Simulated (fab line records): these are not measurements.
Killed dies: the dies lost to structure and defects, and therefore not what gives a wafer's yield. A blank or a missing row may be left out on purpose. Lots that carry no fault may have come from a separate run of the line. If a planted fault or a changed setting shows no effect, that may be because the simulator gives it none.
fab line records + flow gf180mcu
record:
- lots: 6
- wafers: 18
- last_day: 34
route steps=602 shown V1@345
lots that met no fault: taken from a fault-free run of the same line
start_h: hours from the record's first day to the start of the lot's first wafer shown + wait_h: hours elapsed since this lot's preceding step + " repeats the value in the row above + L1.1+2: one row covering several wafers at once + - no value, or no start was given + * or withheld: withheld + < > ~ a bound
route shown NAME@n: a module of which the file shows steps, and the number in the route of the first + usual: mean/standard deviation of fault-free wafers + same: alike in all rows + chamber/n: place in a boat + sites: the reading at each site + _std_site: standard deviation across them + _edge_site: mean of outer sites minus mean of inner sites + radius_mm: for every site, how far away it sits from the centre of the wafer + mask NAME#n: copy n + behind: the last tool/chamber to shape the wafer + hold: why the lot was held/for how many hours/how that ended + device: whichever transistor did not switch (one of n, p or np) + end of line: the route-end tests of the same wafers + step lacking rows: just its recipe + killed: count of dies lost to structure and defects at first sort (not the wafer's yield) + map: a wafer's dies, marking killed ones x, the rest . and places with no die _
set.NAME: the setting the step ran with; set.NAME@STEP: the setting that earlier step ran with + model.NAME: the simulator's own value behind a step, which no gauge read
certain route steps with their lots: each step a table, each wafer a row
services: when a tool's chamber went out of use (start_h, in hours from the record's first day, below 0 if earlier), for how many hours, and the reason
== steps ==
step: GF_V1_SOFTBAKE_10
recipe:
- temp_c: 130
- time_s: 60
- resist: KrF
step: GF_V1_EXPOSE_11
recipe:
- mask_id: Via1
- target_cd_nm: 260
- na: 0.68
- source_shape: conventional
- sigma_outer: 0.6
- dose_mj: 38
step: GF_V1_PEB_12
recipe:
- peb_temp_c: 135
- peb_time_s: 90
- resist: KrF
step: GF_V1_DEVELOP_13
recipe:
- develop_time_s: 60
- resist: KrF
- dev_temp_c: 21
step: GF_V1_CD_MEAS_14
recipe:
- target_cd_nm: 260
usual:
- cd_nm: 260.1/1.3
| lot.wafer | tool      | chamber | start_h | wait_h | cd_nm |
|-----------|-----------|---------|---------|--------|-------|
| L662.1    | cd_sem-01 | -       | 440.11  | 0.1    | 260.4 |
| L662.3    | "         | -       | "       | "      | 261.3 |
| L662.6    | "         | -       | "       | "      | 259.8 |
| L671.3    | cd_sem-01 | -       | 517.47  | 0.1    | 258.5 |
| L671.4    | "         | -       | "       | "      | 259.2 |
| L671.6    | "         | -       | "       | "      | 259.1 |
| L672.1    | cd_sem-02 | -       | 524.92  | 0.1    | 259.2 |
| L672.3    | "         | -       | "       | "      | 259.9 |
| L672.4    | "         | -       | "       | "      | 258.7 |
| L679.3    | cd_sem-02 | -       | 580.62  | 0.1    | 260.7 |
| L679.4    | "         | -       | "       | "      | 261.9 |
| L679.5    | "         | -       | "       | "      | 261.9 |
| L681.1    | cd_sem-02 | -       | 598.51  | 0.1    | 258.5 |
| L681.5    | "         | -       | "       | "      | 258.4 |
| L681.6    | "         | -       | "       | "      | 259.7 |
| L682.1    | cd_sem-01 | -       | 602.43  | 0.1    | 261.4 |
| L682.3    | "         | -       | "       | "      | 261.0 |
| L682.6    | "         | -       | "       | "      | 261.2 |
step: GF_V1_OVL_MEAS_15
usual:
- V1_OVL: 1/5.9
| lot.wafer | tool       | chamber | start_h | wait_h | V1_OVL[nm] |
|-----------|------------|---------|---------|--------|------------|
| L662.1    | overlay-02 | -       | 440.23  | 0.1    | -2         |
| L662.3    | "          | -       | "       | "      | 2          |
| L662.6    | "          | -       | "       | "      | 4          |
| L671.3    | overlay-02 | -       | 517.56  | 0.1    | -4         |
| L671.4    | "          | -       | "       | "      | 0          |
| L671.6    | "          | -       | "       | "      | 4          |
| L672.1    | overlay-02 | -       | 525.04  | 0.1    | -8         |
| L672.3    | "          | -       | "       | "      | -4         |
| L672.4    | "          | -       | "       | "      | -1         |
| L679.3    | overlay-01 | -       | 580.71  | 0.1    | 4          |
| L679.4    | "          | -       | "       | "      | -6         |
| L679.5    | "          | -       | "       | "      | -6         |
| L681.1    | overlay-01 | -       | 598.63  | 0.1    | 4          |
| L681.5    | "          | -       | "       | "      | -4         |
| L681.6    | "          | -       | "       | "      | -4         |
| L682.1    | overlay-01 | -       | 602.55  | 0.1    | 2          |
| L682.3    | "          | -       | "       | "      | 8          |
| L682.6    | "          | -       | "       | "      | -3         |
step: GF_V1_ETCH_16
recipe:
- chemistry: N2/H2
- target_depth_a: withheld
- overetch_a: withheld
- time_s: withheld
- target: BARC
- ion_energy_ev: 200
- source_w: 500
- bias_w: 100
- pressure_mtorr: 30
- n2_flow_sccm: 100
- h2_flow_sccm: 200
usual:
- drypump_motor_current_A: 5.6/0.46
- oes_product_au: 0.854/0.0044
- throttle_valve_pct: 13.224/0.009
| lot.wafer | tool        | chamber | start_h | wait_h | drypump_motor_current_A | oes_product_au | throttle_valve_pct |
|-----------|-------------|---------|---------|--------|-------------------------|----------------|--------------------|
| L662.1    | rie_diel-03 | 0       | 440.27  | 0.0    | 5.3                     | 0.858          | 13.222             |
| L662.3    | "           | 2       | "       | "      | 6.0                     | 0.854          | 13.206             |
| L662.6    | "           | 0       | "       | "      | 5.4                     | 0.850          | 13.226             |
| L671.3    | rie_diel-03 | 3       | 517.58  | 0.0    | 4.7                     | 0.857          | 13.215             |
| L671.4    | "           | 0       | "       | "      | 5.4                     | 0.855          | 13.219             |
| L671.6    | "           | 3       | "       | "      | 4.7                     | 0.850          | 13.218             |
| L672.1    | rie_diel-04 | 3       | 525.07  | 0.0    | 5.2                     | 0.856          | 13.224             |
| L672.3    | "           | 0       | "       | "      | 6.3                     | 0.849          | 13.218             |
| L672.4    | "           | 1       | "       | "      | 5.8                     | 0.853          | 13.213             |
| L679.3    | rie_diel-03 | 3       | 580.73  | 0.0    | 4.7                     | 0.855          | 13.226             |
| L679.4    | "           | 1       | "       | "      | 5.7                     | 0.853          | 13.225             |
| L679.5    | "           | 3       | "       | "      | 4.7                     | 0.847          | 13.230             |
| L681.1    | rie_diel-04 | 3       | 598.67  | 0.0    | 5.3                     | 0.853          | 13.228             |
| L681.5    | "           | 1       | "       | "      | 5.8                     | 0.855          | 13.233             |
| L681.6    | "           | 0       | "       | "      | 6.3                     | 0.855          | 13.243             |
| L682.1    | rie_diel-04 | 1       | 602.58  | 0.0    | 5.8                     | 0.850          | 13.214             |
| L682.3    | "           | 2       | "       | "      | 5.7                     | 0.846          | 13.225             |
| L682.6    | "           | 1       | "       | "      | 5.8                     | 0.855          | 13.218             |
step: GF_V1_ETCH_17
recipe:
- chemistry: C4F8/O2/Ar
- mask_material: KrF
- target: SiO2
- stop_on: TiN
- source_w: 1500
- bias_w: 1200
- pressure_mtorr: 40
- c4f8_flow_sccm: withheld
- O2_flow_sccm: 6
- Ar_flow_sccm: 300
- time_s: withheld
- target_depth_a: 6300
usual:
- oes_product_au: 0.856/0.0048
| lot.wafer | tool        | chamber | start_h | wait_h | oes_product_au |
|-----------|-------------|---------|---------|--------|----------------|
| L662.1    | rie_diel-03 | 0       | -       | -      | 0.862          |
| L662.3    | "           | 2       | "       | "      | 0.853          |
| L662.6    | "           | 0       | "       | "      | 0.853          |
| L671.3    | rie_diel-03 | 3       | -       | -      | 0.850          |
| L671.4    | "           | 0       | "       | "      | 0.859          |
| L671.6    | "           | 3       | "       | "      | 0.857          |
| L672.1    | rie_diel-04 | 3       | -       | -      | 0.859          |
| L672.3    | "           | 0       | "       | "      | 0.862          |
| L672.4    | "           | 1       | "       | "      | 0.860          |
| L679.3    | rie_diel-03 | 3       | -       | -      | 0.860          |
| L679.4    | "           | 1       | "       | "      | 0.859          |
| L679.5    | "           | 3       | "       | "      | 0.860          |
| L681.1    | rie_diel-04 | 3       | -       | -      | 0.858          |
| L681.5    | "           | 1       | "       | "      | 0.850          |
| L681.6    | "           | 0       | "       | "      | 0.860          |
| L682.1    | rie_diel-04 | 1       | -       | -      | 0.860          |
| L682.3    | "           | 2       | "       | "      | 0.846          |
| L682.6    | "           | 1       | "       | "      | 0.854          |
step: GF_V1_STRIP_18
recipe:
- chemistry: O2/N2
- power_w: 1400
- pressure_mtorr: 1500
- platen_temp_c: 250
- o2_flow_sccm: 3000
- n2_flow_sccm: 300
- overash_fraction: 0.5
usual:
- drypump_motor_current_A: 5.58/0.073
- heater_power_w: 304/29
- oes_product_au: 0.592/0.0049
| lot.wafer | tool            | chamber | start_h | wait_h | drypump_motor_current_A | heater_power_w | oes_product_au | rf_hours_counter_h |
|-----------|-----------------|---------|---------|--------|-------------------------|----------------|----------------|--------------------|
| L662.1    | plasma_asher-03 | 1       | 440.40  | -      | 5.61                    | 310            | 0.585          | 79                 |
| L662.3    | "               | 1       | "       | "      | 5.59                    | 297            | 0.589          | -                  |
| L662.6    | "               | 1       | "       | "      | 5.61                    | 303            | 0.590          | -                  |
| L671.3    | plasma_asher-01 | 0       | 517.75  | -      | 5.52                    | 290            | 0.596          | -                  |
| L671.4    | "               | 1       | "       | "      | 5.68                    | 357            | 0.595          | -                  |
| L671.6    | "               | 0       | "       | "      | 5.50                    | 284            | 0.594          | -                  |
| L672.1    | plasma_asher-04 | 0       | 525.20  | -      | 5.47                    | 327            | 0.584          | 43                 |
| L672.3    | "               | 1       | "       | "      | 5.58                    | 282            | 0.598          | -                  |
| L672.4    | "               | 0       | "       | "      | 5.45                    | 323            | 0.590          | -                  |
| L679.3    | plasma_asher-03 | 0       | 580.90  | -      | 5.60                    | 280            | 0.587          | -                  |
| L679.4    | "               | 1       | "       | "      | 5.69                    | 296            | 0.598          | -                  |
| L679.5    | "               | 1       | "       | "      | 5.66                    | 304            | 0.600          | -                  |
| L681.1    | plasma_asher-01 | 1       | 598.80  | -      | 5.65                    | 359            | 0.595          | 14                 |
| L681.5    | "               | 0       | "       | "      | 5.50                    | 286            | 0.591          | -                  |
| L681.6    | "               | 1       | "       | "      | 5.67                    | 368            | 0.595          | -                  |
| L682.1    | plasma_asher-04 | 1       | 602.71  | -      | 5.58                    | 285            | 0.587          | 51                 |
| L682.3    | "               | 0       | "       | "      | 5.47                    | 317            | 0.592          | -                  |
| L682.6    | "               | 0       | "       | "      | 5.46                    | 326            | 0.594          | -                  |
step: GF_V1_STRIP_19
recipe:
- chemistry: post_etch_residue_remover
- time_s: 1200
- temp_c: 72.5
step: GF_V1_CLEAN_20
recipe:
- chemistry: DIW
- dry: n2_spin
step: GF_V1_SPUTTER_21
recipe:
- material: Ti
- target_thk_nm: 15
- chamber_pressure_pa: 5
- power_w: 2500
- substrate_temp_c: 200
- time_s: 80.02
usual:
- cathode_dc_power_W: 2500.0/0.44
- throttle_valve_pct: 30.1/0.76
| lot.wafer | tool           | chamber | start_h | wait_h | cathode_dc_power_W | throttle_valve_pct |
|-----------|----------------|---------|---------|--------|--------------------|--------------------|
| L662.1    | pvd_sputter-04 | -       | 440.93  | 0.0    | 2500.6             | 30.9               |
| L662.3    | "              | -       | "       | "      | 2500.1             | 30.2               |
| L662.6    | "              | -       | "       | "      | 2500.3             | 30.7               |
| L671.3    | pvd_sputter-03 | -       | 518.59  | 0.0    | 2499.7             | 30.4               |
| L671.4    | "              | -       | "       | "      | 2499.5             | 30.8               |
| L671.6    | "              | -       | "       | "      | 2500.4             | 30.4               |
| L672.1    | pvd_sputter-03 | -       | 525.77  | 0.0    | 2499.7             | 29.9               |
| L672.3    | "              | -       | "       | "      | 2499.9             | 30.3               |
| L672.4    | "              | -       | "       | "      | 2499.9             | 30.7               |
| L679.3    | pvd_sputter-01 | -       | 581.43  | 0.0    | 2499.8             | 30.2               |
| L679.4    | "              | -       | "       | "      | 2500.0             | 30.3               |
| L679.5    | "              | -       | "       | "      | 2499.5             | 30.1               |
| L681.1    | pvd_sputter-04 | -       | 599.33  | 0.0    | 2500.3             | 28.4               |
| L681.5    | "              | -       | "       | "      | 2499.9             | 28.6               |
| L681.6    | "              | -       | "       | "      | 2499.6             | 30.2               |
| L682.1    | pvd_sputter-03 | -       | 603.25  | 0.0    | 2499.6             | 30.7               |
| L682.3    | "              | -       | "       | "      | 2499.5             | 30.5               |
| L682.6    | "              | -       | "       | "      | 2500.3             | 30.4               |
step: GF_V1_SPUTTER_22
recipe:
- material: TiN
- target_thk_nm: 10
- chamber_pressure_pa: 5
- power_w: 4000
- time_s: 40
usual:
- cathode_dc_power_W: 3999.9/0.72
- throttle_valve_pct: 30.1/0.77
| lot.wafer | tool           | chamber | start_h | wait_h | cathode_dc_power_W | throttle_valve_pct | model.TiN_of_V1_SPUTTER_22.thk_nm |
|-----------|----------------|---------|---------|--------|--------------------|--------------------|-----------------------------------|
| L662.1    | pvd_sputter-04 | -       | 440.99  | 0.0    | 3999.6             | 30.9               | 10.11                             |
| L662.3    | "              | -       | "       | "      | 3999.5             | 30.2               | 10.18                             |
| L662.6    | "              | -       | "       | "      | 3998.8             | 30.9               | 10.15                             |
| L671.3    | pvd_sputter-03 | -       | 518.65  | 0.0    | 4273.5             | 30.6               | 10.45                             |
| L671.4    | "              | -       | "       | "      | 4273.1             | 30.7               | 10.61                             |
| L671.6    | "              | -       | "       | "      | 4272.7             | 30.4               | 10.33                             |
| L672.1    | pvd_sputter-03 | -       | 525.83  | 0.0    | 4272.9             | 29.6               | 10.62                             |
| L672.3    | "              | -       | "       | "      | 4272.6             | 30.6               | 10.5                              |
| L672.4    | "              | -       | "       | "      | 4272.4             | 30.8               | 10.8                              |
| L679.3    | pvd_sputter-01 | -       | 581.49  | 0.0    | 4000.8             | 30.2               | 9.94                              |
| L679.4    | "              | -       | "       | "      | 4000.2             | 30.4               | 9.845                             |
| L679.5    | "              | -       | "       | "      | 4000.0             | 30.0               | 9.905                             |
| L681.1    | pvd_sputter-04 | -       | 599.39  | 0.0    | 4000.4             | 28.6               | 9.886                             |
| L681.5    | "              | -       | "       | "      | 4000.1             | 28.3               | 9.891                             |
| L681.6    | "              | -       | "       | "      | 3999.6             | 29.8               | 10.04                             |
| L682.1    | pvd_sputter-03 | -       | 603.31  | 0.0    | 4000.5             | 30.8               | 9.869                             |
| L682.3    | "              | -       | "       | "      | 4000.3             | 30.5               | 9.886                             |
| L682.6    | "              | -       | "       | "      | 3998.8             | 30.4               | 9.89                              |
step: GF_V1_CVD_23
recipe:
- material: W
- target_thk_nm: 350
- time_s: 105.05
- temp_c: 400
- pressure_torr: 40
usual:
- heater_power_w: 822/67
| lot.wafer | tool     | chamber | start_h | wait_h | heater_power_w |
|-----------|----------|---------|---------|--------|----------------|
| L662.1    | cvd_w-02 | 1       | 441.03  | 0.0    | 765            |
| L662.3    | "        | 0       | "       | "      | 903            |
| L662.6    | "        | 0       | "       | "      | 923            |
| L671.3    | cvd_w-02 | 1       | 518.72  | 0.1    | 785            |
| L671.4    | "        | 0       | "       | "      | 910            |
| L671.6    | "        | 0       | "       | "      | 924            |
| L672.1    | cvd_w-02 | 0       | 525.87  | 0.0    | 897            |
| L672.3    | "        | 1       | "       | "      | 768            |
| L672.4    | "        | 0       | "       | "      | 889            |
| L679.3    | cvd_w-01 | 1       | 581.56  | 0.1    | 787            |
| L679.4    | "        | 0       | "       | "      | 745            |
| L679.5    | "        | 1       | "       | "      | 799            |
| L681.1    | cvd_w-02 | 1       | 599.43  | 0.0    | 771            |
| L681.5    | "        | 1       | "       | "      | 793            |
| L681.6    | "        | 0       | "       | "      | 925            |
| L682.1    | cvd_w-02 | 1       | 603.35  | 0.0    | 780            |
| L682.3    | "        | 0       | "       | "      | 929            |
| L682.6    | "        | 0       | "       | "      | 912            |
== services ==
| tool            | chamber | start_h | hours | kind                   |
|-----------------|---------|---------|-------|------------------------|
| plasma_asher-01 | -       | 421.32  | 9.0   | pm                     |
| plasma_asher-04 | -       | 422.58  | 3.1   | repair                 |
| plasma_asher-01 | -       | 440.09  | 28.1  | repair                 |
| plasma_asher-03 | -       | 441.02  | 2.6   | repair                 |
| rie_diel-03     | 0       | 468.11  | 4.2   | repair                 |
| pvd_sputter-01  | -       | 473.91  | 3.1   | repair                 |
| pvd_sputter-04  | -       | 483.19  | 2.5   | repair                 |
| rie_diel-04     | 3       | 489.25  | 2.4   | repair                 |
| rie_diel-03     | -       | 493.45  | 2.8   | pm                     |
| plasma_asher-01 | -       | 501.37  | 2.8   | pm                     |
| pvd_sputter-03  | 2       | 503.98  | -     | consumable_replace:kit |
| pvd_sputter-03  | 2       | 503.98  | 18.0  | scheduled_down         |
| pvd_sputter-03  | 2       | 503.98  | 18.0  | vent_cycle             |
| pvd_sputter-04  | -       | 509.63  | 1.0   | repair                 |
| rie_diel-03     | 2       | 516.62  | -     | clean                  |
| rie_diel-03     | 2       | 516.62  | 20.2  | scheduled_down         |
| rie_diel-03     | 2       | 516.62  | 20.2  | vent_cycle             |
| cvd_w-01        | 1       | 526.22  | 8.3   | repair                 |
| plasma_asher-04 | -       | 529.83  | 2.8   | pm                     |
| rie_diel-04     | 0       | 543.39  | 9.4   | repair                 |
| cvd_w-02        | -       | 547.30  | 0.9   | repair                 |
| pvd_sputter-01  | -       | 553.80  | 2.2   | repair                 |
| cvd_w-02        | -       | 564.74  | 0.7   | repair                 |
| cvd_w-01        | 0       | 601.41  | 3.9   | repair                 |
== key ==
first_sign:
- step: GF_V1_SPUTTER_22
- reading: cathode_dc_power_W
- direction: up
- sigmas: 99+
- usual: 3999.9
- struck: 4272.9
effect none on later readings
model_effect:
- step: GF_V1_SPUTTER_22
- value: TiN_of_V1_SPUTTER_22.thk_nm
- without: 9.872
- struck: 10.55
met_at GF_V1_SPUTTER_22
struck_wafers L671.3,L671.4,L671.6,L672.1,L672.3,L672.4
fault:
- kind: process_parameter_drift
- tool: pvd_sputter-03
- chamber: -
- onset_h: 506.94
- steps: GF_V1_SPUTTER_22
- channel: power_w
- offset: 272.85
- shape: step
- end_h: 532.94
- acts_in: these_recipes_only
- stated: 4000
